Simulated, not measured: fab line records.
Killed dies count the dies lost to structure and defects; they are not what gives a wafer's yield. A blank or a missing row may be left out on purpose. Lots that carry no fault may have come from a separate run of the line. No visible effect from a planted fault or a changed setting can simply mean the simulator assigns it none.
Which tool is to blame? :: flow gf180mcu :: Sampling: 13 lots, 39 wafers, 5 of 602 route steps

WHAT EACH GAUGE READ, for each wafer
GF_HV_LDD_OVL_MEAS_20. Usual: HV_LDD_01_OVL -0.1 nm, standard deviation 1.4.
lot: L969
measured: day 10 18:25
on: overlay-01
HV_LDD_01_OVL (nm): 1.6 1.0 0.0
flag: 

lot: L970
measured: day 11 01:51
on: overlay-02
HV_LDD_01_OVL (nm): 0.9 0.5 0.1
flag: 

lot: L975
measured: day 12 23:31
on: overlay-01
HV_LDD_01_OVL (nm): -1.7 -3.1 -2.6
flag: 

lot: L976
measured: day 13 01:22
on: overlay-01
HV_LDD_01_OVL (nm): 0.0 1.1 0.0
flag: 

lot: L977
measured: day 13 11:01
on: overlay-02
HV_LDD_01_OVL (nm): 2.0 0.0 1.8
flag: 

lot: L978
measured: day 13 18:01
on: overlay-01
HV_LDD_01_OVL (nm): -0.3 0.5 0.6
flag: 

lot: L980
measured: day 14 08:13
on: overlay-01
HV_LDD_01_OVL (nm): -2.6 -2.2 -2.3
flag: 

lot: L981
measured: day 14 19:11
on: overlay-01
HV_LDD_01_OVL (nm): 1.7 2.7 2.1
flag: 

lot: L983
measured: day 15 06:35
on: overlay-02
HV_LDD_01_OVL (nm): 0.8 0.3 -1.3
flag: 

lot: L985
measured: day 15 22:35
on: overlay-01
HV_LDD_01_OVL (nm): 1.5 0.8 2.3
flag: 

lot: L986
measured: day 16 07:25
on: overlay-02
HV_LDD_01_OVL (nm): 1.1 0.5 -0.1
flag: 

lot: L987
measured: day 16 16:18
on: overlay-01
HV_LDD_01_OVL (nm): -0.8 0.3 -0.1
flag: 

lot: L991
measured: day 17 22:20
on: overlay-01
HV_LDD_01_OVL (nm): -0.1 -0.3 0.7
flag: 

GF_NSD_TW_MEAS_12. Usual: NSD_TW 4292, standard deviation 27.
lot: L969
measured: day 13 08:47
on: film_metro-02
NSD_TW: 4311 4342 4334
flag: 

lot: L970
measured: day 13 18:17
on: film_metro-02
NSD_TW: 4318 4334 4326
flag: 

lot: L975
measured: day 15 19:17
on: film_metro-02
NSD_TW: 4288 4298 4278
flag: 

lot: L976
measured: day 15 21:57
on: film_metro-01
NSD_TW: 4281 4306 4271
flag: 

lot: L977
measured: day 16 10:35
on: film_metro-02
NSD_TW: 4293 4291 4303
flag: 

lot: L978
measured: day 16 16:04
on: film_metro-04
NSD_TW: 4307 4303 4292
flag: 

lot: L980
measured: day 17 08:33
on: film_metro-01
NSD_TW: 4250 4288 4280
flag: 

lot: L981
measured: day 17 19:41
on: film_metro-02
NSD_TW: 4313 4331 4331
flag: 

lot: L983
measured: day 18 07:57
on: film_metro-04
NSD_TW: 4258 4275 4248
flag: 

lot: L985
measured: day 19 02:29
on: film_metro-04
NSD_TW: 4306 4288 4265
flag: 

lot: L986
measured: day 19 10:49
on: film_metro-02
NSD_TW: 4316 4323 4344
flag: 

lot: L987
measured: day 19 20:38
on: film_metro-01
NSD_TW: 4256 4275 4272
flag: 

lot: L991
measured: day 21 04:09
on: film_metro-04
NSD_TW: 4290 4258 4292
flag: 

GF_PSD_CD_MEAS_07 targets a cd of 400 nm. Usual: cd_nm 400.5 nm, standard deviation 2.4.
lot: L969
measured: day 14 04:59
on: cd_sem-02
cd_nm (nm): 400.8 401.8 402.2
flag: 

lot: L970
measured: day 14 15:10
on: cd_sem-02
cd_nm (nm): 399.6 400.5 398.8
flag: 

lot: L975
measured: day 16 18:01
on: cd_sem-02
cd_nm (nm): 397.7 396.9 397.2
flag: 

lot: L976
measured: day 16 19:43
on: cd_sem-01
cd_nm (nm): 374.4 376.0 377.3 374.4 376.5 377.4
flag: OFF

lot: L977
measured: day 17 09:22
on: cd_sem-02
cd_nm (nm): 386.3 387.2 387.5 386.2 387.2 387.4
flag: OFF

lot: L978
measured: day 17 15:25
on: cd_sem-01
cd_nm (nm): 384.1 385.2 386.3 384.3 385.3 386.2
flag: OFF

lot: L980
measured: day 18 08:21
on: cd_sem-01
cd_nm (nm): 390.4 390.0 390.3 390.4 390.4 390.5
flag: OFF

lot: L981
measured: day 18 19:53
on: cd_sem-01
cd_nm (nm): 396.5 398.5 394.9
flag: 

lot: L983
measured: day 19 08:19
on: cd_sem-01
cd_nm (nm): 397.3 399.7 398.4
flag: 

lot: L985
measured: day 20 03:10
on: cd_sem-01
cd_nm (nm): 398.5 396.8 396.8
flag: 

lot: L986
measured: day 20 11:07
on: cd_sem-01
cd_nm (nm): 401.3 401.3 399.9
flag: 

lot: L987
measured: day 20 21:20
on: cd_sem-02
cd_nm (nm): 400.0 402.2 402.3
flag: 

lot: L991
measured: day 22 03:58
on: cd_sem-01
cd_nm (nm): 402.6 401.9 401.7
flag: 

GF_SAB_CD_MEAS_09 targets a cd of 420 nm. Usual: cd_nm 420.1 nm, standard deviation 2.4.
lot: L969
measured: day 15 02:28
on: cd_sem-01
cd_nm (nm): 421.2 421.1 420.9
flag: 

lot: L970
measured: day 15 13:01
on: cd_sem-01
cd_nm (nm): 420.7 418.7 421.1
flag: 

lot: L975
measured: day 17 18:01
on: cd_sem-02
cd_nm (nm): 417.7 420.2 419.3
flag: 

lot: L976
measured: day 17 19:53
on: cd_sem-01
cd_nm (nm): 424.2 423.1 422.0
flag: 

lot: L977
measured: day 18 10:19
on: cd_sem-02
cd_nm (nm): 420.0 419.4 420.9
flag: 

lot: L978
measured: day 18 15:50
on: cd_sem-01
cd_nm (nm): 421.9 420.7 422.3
flag: 

lot: L980
measured: day 19 09:29
on: cd_sem-02
cd_nm (nm): 423.4 422.2 421.3
flag: 

lot: L981
measured: day 19 21:26
on: cd_sem-01
cd_nm (nm): 415.6 414.8 413.7
flag: 

lot: L983
measured: day 20 09:08
on: cd_sem-01
cd_nm (nm): 421.3 421.6 421.9
flag: 

lot: L985
measured: day 21 04:16
on: cd_sem-02
cd_nm (nm): 421.6 422.3 421.9
flag: 

lot: L986
measured: day 21 12:30
on: cd_sem-02
cd_nm (nm): 418.0 419.7 420.2
flag: 

lot: L987
measured: day 21 21:59
on: cd_sem-02
cd_nm (nm): 414.0 412.6 416.6
flag: 

lot: L991
measured: day 23 04:04
on: cd_sem-01
cd_nm (nm): 424.2 426.2 422.7
flag: 

EACH LOT AND THE TOOL THAT RAN IT (in order: tool; ch and the chambers of the sampled wafers; start)
lot: L969
GF_PSD_EXPOSE_04: iline_stepper-02 ch 0, day 13 19:04

lot: L970
GF_PSD_EXPOSE_04: iline_stepper-01 ch 0, day 14 04:27

lot: L975
GF_PSD_EXPOSE_04: iline_stepper-02 ch 0, day 16 07:02

lot: L976
GF_PSD_EXPOSE_04: iline_stepper-02 ch 0, day 16 08:49

lot: L977
GF_PSD_EXPOSE_04: iline_stepper-02 ch 0, day 16 21:40

lot: L978
GF_PSD_EXPOSE_04: iline_stepper-02 ch 0, day 17 03:03

lot: L980
GF_PSD_EXPOSE_04: iline_stepper-02 ch 0, day 17 21:01

lot: L981
GF_PSD_EXPOSE_04: iline_stepper-01 ch 0, day 18 07:46

lot: L983
GF_PSD_EXPOSE_04: iline_stepper-01 ch 0, day 18 20:35

lot: L985
GF_PSD_EXPOSE_04: iline_stepper-01 ch 0, day 19 15:01

lot: L986
GF_PSD_EXPOSE_04: iline_stepper-01 ch 0, day 19 23:34

lot: L987
GF_PSD_EXPOSE_04: iline_stepper-01 ch 0, day 20 08:25

lot: L991
GF_PSD_EXPOSE_04: iline_stepper-01 ch 0, day 21 16:08
- GF_PSD_EXPOSE_04: exposes mask Pplus, target cd 400 nm.

AS READ BY THE TOOLS THEMSELVES (means over the sampled wafers that have a number; for cases with no such wafer, the mark the record gives instead)
GF_PSD_EXPOSE_04. Usual: exposure_dose_mJ_cm2 140.02, standard deviation 0.15; focus_offset_nm 0.1 nm, standard deviation 0.5; reticle_temp_C 22.99 C, standard deviation 0.1.
lot: L969
tool: iline_stepper-02
exposure_dose_mJ_cm2: 140.19
focus_offset_nm (nm): 0.0
reticle_temp_C (C): 23.05
flag: 

lot: L970
tool: iline_stepper-01
exposure_dose_mJ_cm2: 140.10
focus_offset_nm (nm): -0.1
reticle_temp_C (C): 23.03
flag: 

lot: L975
tool: iline_stepper-02
exposure_dose_mJ_cm2: 140.11
focus_offset_nm (nm): 0.2
reticle_temp_C (C): 23.02
flag: 

lot: L976
tool: iline_stepper-02
exposure_dose_mJ_cm2: 129.89
focus_offset_nm (nm): 0.4
reticle_temp_C (C): 23.05
flag: OFF

lot: L977
tool: iline_stepper-02
exposure_dose_mJ_cm2: 132.00
focus_offset_nm (nm): 0.4
reticle_temp_C (C): 23.02
flag: OFF

lot: L978
tool: iline_stepper-02
exposure_dose_mJ_cm2: 132.06
focus_offset_nm (nm): -0.2
reticle_temp_C (C): 22.97
flag: OFF

lot: L980
tool: iline_stepper-02
exposure_dose_mJ_cm2: 134.88
focus_offset_nm (nm): -0.1
reticle_temp_C (C): 22.95
flag: OFF

lot: L981
tool: iline_stepper-01
exposure_dose_mJ_cm2: 139.91
focus_offset_nm (nm): 0.0
reticle_temp_C (C): 23.01
flag: 

lot: L983
tool: iline_stepper-01
exposure_dose_mJ_cm2: 140.10
focus_offset_nm (nm): -0.5
reticle_temp_C (C): 23.11
flag: 

lot: L985
tool: iline_stepper-01
exposure_dose_mJ_cm2: 140.19
focus_offset_nm (nm): 0.6
reticle_temp_C (C): 22.95
flag: 

lot: L986
tool: iline_stepper-01
exposure_dose_mJ_cm2: 140.12
focus_offset_nm (nm): 0.0
reticle_temp_C (C): 23.11
flag: 

lot: L987
tool: iline_stepper-01
exposure_dose_mJ_cm2: 140.13
focus_offset_nm (nm): 1.0
reticle_temp_C (C): 23.00
flag: 

lot: L991
tool: iline_stepper-01
exposure_dose_mJ_cm2: 139.92
focus_offset_nm (nm): 0.5
reticle_temp_C (C): 23.10
flag: 

THE ANSWER, worked out from the rows above alone
Rule: take the mean of a lot's wafers that have a number; if it is more than 3 standard deviations from the usual mean, the lot is off. A lot without any number at a reading at which 4 lots or more have one is off too. Where the step has rows for the other lots, those lots are counted as sound. After the gauges, taken in route order, come the tools' own readings; for these a lot's mean is taken, as printed above. At the first step where some lot is off, the reading lying furthest off is the one used; lots without a number count as furthest.
Off: L976, L977, L978, L980 (GF_PSD_CD_MEAS_07, cd_nm).
If a tool, at a process step before that reading, ran all the lots that are off and no sound lot after the first of them, it fits. Not tried: the gauges at GF_PSD_CD_MEAS_07; whatever is off there is also off at GF_PSD_EXPOSE_04, on other tools, and gauge error can't account for it. One candidate fits, namely iline_stepper-02 at GF_PSD_EXPOSE_04. A fault onset in the window from L975 (day 16 07:02, its last sound lot) to L976 (day 16 08:49, its first lot off) fits.
The tool's own readings at GF_PSD_EXPOSE_04 bear it out: on the lots that are off they differ by more than 5 times the standard deviation of the sound lots' means. exposure_dose_mJ_cm2 reads 132.21 there against 140.09 on the sound lots.

WHAT THE SIMULATOR HAD INSERTED
Process parameter drift: iline_stepper-02, from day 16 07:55 on, at GF_PSD_EXPOSE_04. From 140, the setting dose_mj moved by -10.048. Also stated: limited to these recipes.
Lots struck among those shown: L976, L977, L978, L980. The rule above found the same.
